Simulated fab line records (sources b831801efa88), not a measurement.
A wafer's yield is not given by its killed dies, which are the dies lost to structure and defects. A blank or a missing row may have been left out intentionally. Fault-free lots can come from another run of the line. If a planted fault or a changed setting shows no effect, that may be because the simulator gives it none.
Chamber matching | flow sky130 | 4 sister chambers for SKY_LI_CONTACT_ETCH_15 on rie_diel-01
The step etches PSG in C4F8/O2/Ar, stops on Si, target depth 600 nm. 22 wafers are shown with their chamber, then 11 later ones without.

## WAFERS, EACH WITH ITS CHAMBER
wafer  | chamber | oes_product_au (a.u.)
L075.1 | 1       | 0.832
L075.2 | 3       | 0.834
L075.3 | 2       | 0.839
L075.4 | 0       | 0.835
L075.5 | 2       | 0.833
L075.6 | 3       | 0.838
L078.1 | 1       | 0.839
L078.2 | 3       | 0.836
L078.3 | 0       | 0.835
L078.4 | 2       | 0.831
L078.5 | 2       | 0.843
L078.6 | 3       | 0.836
L079.1 | 1       | 0.837
L079.2 | 2       | 0.835
L079.3 | 3       | 0.834
L079.4 | 0       | 0.834
L079.5 | 1       | 0.833
L079.6 | 2       | 0.832
L086.1 | 3       | 0.836
L086.2 | 2       | 0.836
L086.5 | 3       | 0.829
L092.2 | 0       | 0.836

SIGNATURES, as means of the wafers listed above
reading        | chamber 0 | chamber 1 | chamber 2 | chamber 3 | scatter within a chamber
oes_product_au | 0.83500   | 0.83525   | 0.83557   | 0.83471   | 0.00327
Rule: a wafer's distance from a chamber is the root of the sum, over the readings, of the square of ((its reading less the chamber's mean) divided by the reading's scatter). If the next closest chamber is less than 2 further off than the closest, the wafer can't be placed; otherwise it belongs to the closest. The scatter is the square root of a quotient: the sum, over the shown wafers, of each reading's squared deviation from its chamber's mean, divided by wafers minus chambers.

## WAFERS WITHOUT THEIR CHAMBER
wafer  | oes_product_au (a.u.)
L092.4 | 0.841
L092.6 | 0.837
L093.3 | 0.843
L093.5 | 0.834
L093.6 | 0.838
L097.1 | 0.833
L097.2 | 0.836
L097.3 | 0.829
L097.4 | 0.841
L097.5 | 0.833
L097.6 | 0.842

## WHICH CHAMBER EACH ONE RAN IN
wafer  | from the rows above               | in truth
L092.4 | can't be placed: 2 or 1 or 0 or 3 | 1
L092.6 | can't be placed: 2 or 1 or 0 or 3 | 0
L093.3 | can't be placed: 2 or 1 or 0 or 3 | 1
L093.5 | can't be placed: 3 or 0 or 1 or 2 | 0
L093.6 | can't be placed: 2 or 1 or 0 or 3 | 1
L097.1 | can't be placed: 3 or 0 or 1 or 2 | 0
L097.2 | can't be placed: 2 or 1 or 0 or 3 | 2
L097.3 | can't be placed: 3 or 0 or 1 or 2 | 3
L097.4 | can't be placed: 2 or 1 or 0 or 3 | 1
L097.5 | can't be placed: 3 or 0 or 1 or 2 | 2
L097.6 | can't be placed: 2 or 1 or 0 or 3 | 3
Correctly placed: 0 of 11. From these rows, 11 cannot be placed; in 11 the true chamber is one of the candidates. Number placed wrongly: 0.
